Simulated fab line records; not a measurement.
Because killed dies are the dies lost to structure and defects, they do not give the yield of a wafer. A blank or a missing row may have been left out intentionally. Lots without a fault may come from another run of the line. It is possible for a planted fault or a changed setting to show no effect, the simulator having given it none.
Comparing a struck lot with a sound one + flow sfq_line + 28 steps out of a route of 325
Sound: wafers L648.4, L648.5, L648.6. The struck wafers were L653.3, L653.5. The cause is named last.
At each step with rows: each side's tool, then ch and its chambers, then its first start. Under that, the readings that differ: sound wafers + struck wafers + difference of the means + sigmas: that difference in standard deviations of wafers without a fault.
alike: readings whose means differ by less than 2 such deviations, and words and numbers that are the same on both sides. not compared: withheld readings, readings that some wafer has no value for, bounds like >300 that may hide the same value, and numbers for which the record gives no deviation and whose values overlap.
A row with sigmas, a row that says differs or no value, or rows on one side alone: a step with any of these is where the two part. When numbers do not overlap yet have no deviation, they are printed without sigmas and do not part them. A reading missing from all wafers of one side parts the sides only when that side holds two or more wafers.

first, 6 steps without rows for these wafers: SFQ_TRILAYER_M1_LITHO_COAT_044 (resist thk 62 nm); SFQ_TRILAYER_M1_LITHO_COAT_039 (resist thk 600 nm); SFQ_TRILAYER_M1_LITHO_SOFTBAKE_043; SFQ_TRILAYER_M1_LITHO_EXPOSE_040 (exposes mask M1, target cd 500 nm); SFQ_TRILAYER_M1_LITHO_PEB_042 (peb time 60 s); SFQ_TRILAYER_M1_LITHO_DEVELOP_041 (time 60 s).
SFQ_M1_OVL_MEAS_911:
  sound: overlay-01 at day 22 02:13; struck: overlay-02 at day 23 15:31
  alike: M1_OVL
SFQ_TRILAYER_M1_BARC_OPEN_METAL_ETCH_054: etches BARC in O2, target depth 125 nm, time 41.7 s.
  sound on rie_metal-01 ch 0,1, day 22 02:16; struck on rie_metal-03 ch 1, day 23 15:33
| reading    | sound             | struck      | difference | sigmas |
|------------|-------------------|-------------|------------|--------|
| bias_w (W) | 79.96 79.65 79.70 | 80.41 80.09 | +0.48      | +2     |
  alike: drypump_motor_current_A, oes_product_au
  not compared: rf_hours_counter_h
then, 1 step without rows for these wafers: SFQ_TRILAYER_M1_ETCH_METAL_ETCH_042 (etches Nb in Cl2/Ar, stops on SiO2, target depth 240 nm, time 120 s).
SFQ_TRILAYER_M1_STRIP_STRIP_043: strips in O2.
  sound on rie_metal-01 ch 0,1, day 22 02:37; struck on rie_metal-03 ch 1, day 23 15:55
  alike: drypump_motor_current_A, oes_product_au, platen_temp_c
  not compared: rf_hours_counter_h
then, 1 step without rows for these wafers: SFQ_TRILAYER_M1_STRIP_SOLV_CLEAN_044 (cleans in NMP, time 600 s).
SFQ_TRILAYER_I1_DEP_PECVD_045: deposits SiO2 from SiH4/N2O, time 111.11 s, target thk 500 nm.
  sound on pecvd-03 ch 0,1,2, day 22 03:14; struck on pecvd-04 ch 0,2, day 23 16:29
  alike: heater_power_w, throttle_valve_pct
SFQ_TRILAYER_I1_CMP_CMP_046: polishes SiO2.
  sound on cmp-02 ch 0,1, day 22 03:33; struck on cmp-02 ch 1,2, day 23 18:04
| reading                                             | sound             | struck      | difference | sigmas |
|-----------------------------------------------------|-------------------|-------------|------------|--------|
| model.SiO2_of_TRILAYER_I1_DEP_PECVD_045.thk_nm (nm) | 200.7 200.5 200.3 | 214.8 214.8 | +14.3      |        |
  alike: motor_current_A, retaining_ring_pressure_frac, time_to_endpoint_s
SFQ_I1_BOW_MEAS_912:
  sound: film_metro-01 at day 22 06:37; struck: film_metro-02 at day 23 19:37
  alike: I1_BOW
SFQ_TRILAYER_I1_METRO_MEASURE_047:
  sound: film_metro-01 at day 22 07:16; struck: film_metro-02 at day 23 20:05
| reading     | sound             | struck      | difference | sigmas |
|-------------|-------------------|-------------|------------|--------|
| thk_nm (nm) | 200.8 200.6 200.3 | 214.7 214.7 | +14.1      | +16    |
then, 6 steps without rows for these wafers: SFQ_TRILAYER_I1_VIA_LITHO_COAT_054 (resist thk 62 nm); SFQ_TRILAYER_I1_VIA_LITHO_COAT_049 (resist thk 650 nm); SFQ_TRILAYER_I1_VIA_LITHO_SOFTBAKE_053; SFQ_TRILAYER_I1_VIA_LITHO_EXPOSE_050 (exposes mask I1, target cd 500 nm); SFQ_TRILAYER_I1_VIA_LITHO_PEB_052 (peb time 60 s); SFQ_TRILAYER_I1_VIA_LITHO_DEVELOP_051 (time 60 s).
-- the record jumps here: 6 days lie between the struck wafers' starts before and after --
SFQ_I1_OVL_MEAS_913:
  sound: overlay-01 at day 28 16:29; struck: overlay-02 at day 30 07:38
  alike: I1_OVL
then, 1 step without rows for these wafers: SFQ_TRILAYER_I1_VIA_BARC_OPEN_VIA_ETCH_071 (etches BARC in O2, target depth 125 nm, time 41.7 s).
SFQ_TRILAYER_I1_VIA_ETCH_VIA_ETCH_052: etches SiO2 in CHF3, stops on Nb, target depth 260 nm.
  sound on rie_diel-02 ch 0,3, day 28 16:33; struck on rie_diel-03 ch 1,3, day 30 07:42
| reading                        | sound             | struck      | difference | sigmas |
|--------------------------------|-------------------|-------------|------------|--------|
| oes_product_au (a.u.)          | 0.851 0.862 0.857 | 0.890 0.891 | +0.034     | +6     |
| model.etch.depth_nm (nm)       | 200.7 200.5 200.3 | 214.8 214.8 | +14.3      |        |
| model.I1.feature_depth_nm (nm) | 200.7 200.5 200.3 | 214.8 214.8 | +14.3      |        |
  alike: bias_w, drypump_motor_current_A
SFQ_TRILAYER_I1_VIA_STRIP_STRIP_053: strips in O2.
  sound on rie_metal-02 ch 0,1, day 28 16:52; struck on rie_metal-04 ch 0,1, day 30 08:01
| reading           | sound             | struck      | difference | sigmas |
|-------------------|-------------------|-------------|------------|--------|
| platen_temp_c (C) | 39.84 39.88 39.74 | 40.17 39.94 | +0.23      | +2     |
  alike: drypump_motor_current_A, oes_product_au
  not compared: rf_hours_counter_h
then, 1 step without rows for these wafers: SFQ_TRILAYER_I1_VIA_STRIP_SOLV_CLEAN_054 (cleans in NMP, time 600 s).
SFQ_TRILAYER_M2_DEP_PRE_CLEAN_056: time 22.5 s.
  sound: pvd_sputter-06 at day 28 17:26; struck: pvd_sputter-04 at day 30 08:35
| reading                                             | sound           | struck      | difference | sigmas |
|-----------------------------------------------------|-----------------|-------------|------------|--------|
| model.SiO2_of_TRILAYER_I1_DEP_PECVD_045.thk_nm (nm) | 193.2 193 192.8 | 207.3 207.3 | +14.3      |        |
SFQ_TRILAYER_M2_DEP_SPUTTER_055: material Nb, target thk 200 nm, time 133.3 s.
  sound: pvd_sputter-06 at day 28 17:28; struck: pvd_sputter-04 at day 30 08:37
  alike: throttle_valve_pct

## WHERE THEY PART
First at SFQ_TRILAYER_M1_BARC_OPEN_METAL_ETCH_054; last, within this record, at SFQ_TRILAYER_I1_VIA_STRIP_STRIP_053. Later steps at which nothing parts them and some readings are alike: SFQ_TRILAYER_M2_DEP_SPUTTER_055.

WHY: whatever the simulator had introduced
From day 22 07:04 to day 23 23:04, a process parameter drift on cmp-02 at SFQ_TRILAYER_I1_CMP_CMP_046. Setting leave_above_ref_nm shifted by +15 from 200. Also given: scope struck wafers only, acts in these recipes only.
